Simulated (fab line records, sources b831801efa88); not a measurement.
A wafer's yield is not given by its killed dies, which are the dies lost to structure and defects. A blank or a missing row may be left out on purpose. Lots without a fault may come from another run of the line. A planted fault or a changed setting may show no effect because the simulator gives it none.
Which tool is to blame? -- flow sky130 -- 14 lots with 42 wafers sampled at 3 steps, on a route of 708 steps

## WHAT EACH GAUGE READ, for each wafer
The record lacks any reading of a measuring or inspecting step that a usual standard deviation could be used to judge.

## EACH LOT AND THE TOOL THAT RAN IT (in order: tool; ch and the chambers of the sampled wafers; start)
lot,SKY_VIA3_COAT_07,SKY_VIA3_STRIP_16,SKY_PAD_OPEN_PROBE_99
L100,"litho-track-01 ch 0, day 38 15:00","plasma-asher-02 ch 0,1, day 39 04:28",-
L102,"litho-track-01 ch 0, day 39 14:00","plasma-asher-03 ch 0,1, day 40 02:40",-
L103,"litho-track-02 ch 0, day 39 16:00","plasma-asher-04 ch 0,1, day 40 04:31",-
L104,"litho-track-01 ch 0, day 39 22:00","plasma-asher-02 ch 0,1, day 40 11:25",-
L105,"litho-track-03 ch 0, day 40 06:00","plasma-asher-03 ch 1, day 40 18:55",-
L107,"litho-track-03 ch 0, day 42 02:00","plasma-asher-04 ch 0,1, day 42 14:53",-
L112,"litho-track-01 ch 0, day 42 13:00","plasma-asher-03 ch 0,1, day 43 01:32","prober-01, day 48 14:19"
L114,"litho-track-01 ch 0, day 42 19:00","plasma-asher-02 ch 0,1, day 43 07:02","prober-02, day 48 18:59"
L115,"litho-track-01 ch 0, day 43 08:00","plasma-asher-02 ch 0,1, day 43 20:02","prober-02, day 49 05:40"
L118,"litho-track-02 ch 0, day 45 05:00","plasma-asher-03 ch 0,1, day 45 16:08","prober-02, day 50 15:05"
L117,"litho-track-02 ch 0, day 45 07:00","plasma-asher-03 ch 0,1, day 45 18:55",-
L120,"litho-track-03 ch 0, day 45 09:00","plasma-asher-03 ch 0,1, day 45 20:05",-
L122,"litho-track-03 ch 0, day 45 11:00","plasma-asher-04 ch 0, day 45 22:22",-
L123,"litho-track-03 ch 0, day 45 12:00","plasma-asher-04 ch 0,1, day 45 23:19","prober-02, day 50 22:21"
- SKY_VIA3_COAT_07: resist thk 450 nm.
- SKY_VIA3_STRIP_16: strips in O2/N2.
- SKY_PAD_OPEN_PROBE_99

## WHAT THE TOOLS THEMSELVES READ (means of the sampled wafers that have a number; where no wafer has one, the mark that the record gives instead)
SKY_VIA3_COAT_07.
lot,tool,spin-speed-rpm (rpm)
L100,litho-track-01,2997.8
L102,litho-track-01,2999.4
L103,litho-track-02,3000.7
L104,litho-track-01,3002.2
L105,litho-track-03,3000.5
L107,litho-track-03,3001.7
L112,litho-track-01,3553.4
L114,litho-track-01,3555.5
L115,litho-track-01,3554.1
L118,litho-track-02,2998.1
L117,litho-track-02,2999.2
L120,litho-track-03,2999.9
L122,litho-track-03,3002.0
L123,litho-track-03,3000.9

SKY_VIA3_STRIP_16.
lot,tool,drypump-motor-current-A (A),n2-flow-sccm (sccm),oes-product-au (a.u.),strip-time-to-endpoint-s (s)
L100,plasma-asher-02,5.3,299.8,0.400,4.132
L102,plasma-asher-03,5.5,300.2,0.403,4.139
L103,plasma-asher-04,5.9,299.1,0.407,4.144
L104,plasma-asher-02,5.3,300.0,0.404,4.150
L105,plasma-asher-03,5.2,299.6,0.400,4.101
L107,plasma-asher-04,5.9,300.5,0.402,4.134
L112,plasma-asher-03,5.4,300.8,0.386,3.708
L114,plasma-asher-02,5.3,299.0,0.381,3.730
L115,plasma-asher-02,5.3,299.5,0.382,3.726
L118,plasma-asher-03,5.3,299.7,0.399,4.136
L117,plasma-asher-03,5.3,300.2,0.403,4.107
L120,plasma-asher-03,5.3,299.8,0.400,4.119
L122,plasma-asher-04,5.8,301.3,0.399,4.092
L123,plasma-asher-04,5.9,299.8,0.399,4.094

SKY_PAD_OPEN_PROBE_99.
lot,tool,defect-limited-yield (%),killed_at_M0_to_M3,killed_at_M4_up,killed-at-contacts,killed-at-front-end,killed-at-other,killed-dies,killed-on-rim,killed-open,killed-short,sort_bin_3_pad_short (%),sort_bin_5_function (%),sort_bin_6_memory (%),sort-n-pass,sort-yield-pct (%)
L112,prober-01,82.7,46,2.3,23,13,0.3,85,16,47,38,0.7,10.1,6.5,407,82.7
L114,prober-02,83.3,47,2.7,24,9,0.3,82,18,43,40,1.0,10.1,5.6,410,83.3
L115,prober-02,82.7,48,3.0,19,15,0.7,85,15,40,45,0.8,11.1,5.4,407,82.7
L118,prober-02,83.9,41,3.7,21,14,0.0,79,13,43,36,0.5,9.6,6.0,413,83.9
L123,prober-02,81.6,43,3.0,27,17,0.3,91,18,47,44,1.0,10.0,7.4,401,81.6

## THE ANSWER, worked out from the rows above alone
Rule: the lots themselves supply what counts as usual. Put in order of their means at a reading, lots are off if they are a third of the lots or fewer, leave a main group of 4 or more, and stand apart from it by a gap of 3 or more times the standard deviation of the main group's means; of several such gaps the widest counts. A main group whose means are all the same, to the digits that the tables above print for the reading, isn't used. A lot without any number at a reading at which 4 lots or more have one is off too. Where the step has rows for the other lots, those lots are counted as sound. First the gauges in route order, then the tools' own readings, where a lot's mean is used as printed above. The first step at which some lot is off is used, and at that step the reading that is off furthest; a lot without a number counts as furthest.
Off: L112, L114, L115 (SKY_VIA3_COAT_07, spin-speed-rpm). Main group: mean 3000.2 rpm, sd 1.4.
A tool fits if, at that step or a process step before it, it ran every lot that is off, and no sound lot after the first of them. One fits: litho-track-01 at SKY_VIA3_COAT_07. Its last sound lot is L104 (day 39 22:00), its first lot that is off L112 (day 42 13:00): a fault that began between those two fits.
On the lots that are off, the tool's own readings at SKY_VIA3_COAT_07 differ by more than 5 times the standard deviation of the sound lots' means, which bears it out; spin-speed-rpm reads 3554.3 rpm there versus 3000.2 rpm on the sound lots.

## WHAT WAS PUT IN BY THE SIMULATOR
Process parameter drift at SKY_VIA3_COAT_07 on litho-track-01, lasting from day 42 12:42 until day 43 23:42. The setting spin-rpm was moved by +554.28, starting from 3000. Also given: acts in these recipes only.
Lots struck among those shown: L112, L114, L115. The rule above found the same.
